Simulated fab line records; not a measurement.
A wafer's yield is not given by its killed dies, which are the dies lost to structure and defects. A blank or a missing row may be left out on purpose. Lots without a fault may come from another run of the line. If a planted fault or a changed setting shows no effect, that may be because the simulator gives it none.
Matching of chambers	flow gf180mcu	cmp-01 running GF_V2_CMP_04: 4 sister chambers
The step polishes SiO2. 4 wafers are shown with their chamber, then 8 later ones without.

== WAFERS, EACH WITH ITS CHAMBER ==
wafer	chamber	motor_current_A (A)
L596.3	2	12.5
L597.1	3	11.3
L597.6	1	11.4
L598.1	0	13.2

== WAFERS MISSING THEIR CHAMBER ==
wafer	motor_current_A (A)
L598.3	11.3
L598.5	13.8
L611.2	12.8
L611.3	11.7
L611.5	13.5
L613.2	13.3
L613.3	11.3
L613.5	12.8

== CHAMBER TAKEN BY EACH ==
wafer	from the rows above	in truth
L598.3	can't be placed: 3 or 1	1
L598.5	0	0
L611.2	can't be placed: 2 or 0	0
L611.3	can't be placed: 1 or 3 or 2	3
L611.5	0	0
L613.2	0	0
L613.3	can't be placed: 3 or 1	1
L613.5	can't be placed: 2 or 0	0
Correctly placed: 3 of 8. Unplaceable from these rows: 5, with the true chamber sitting among the candidates in 5. Number placed wrongly: 0.
How it was worked out, from the rows above alone: a wafer's distance from a chamber is the root of the sum, over the readings, of the square of ((its reading less the chamber's mean) divided by the reading's scatter). The wafer belongs to the nearest chamber; if the next one is less than 2 further off, it can't be placed. A chamber's mean is the mean of its shown wafers. The scatter (one wafer shown for each chamber): square how far every hidden wafer sits from the nearest shown wafer, average those squares and take the square root.
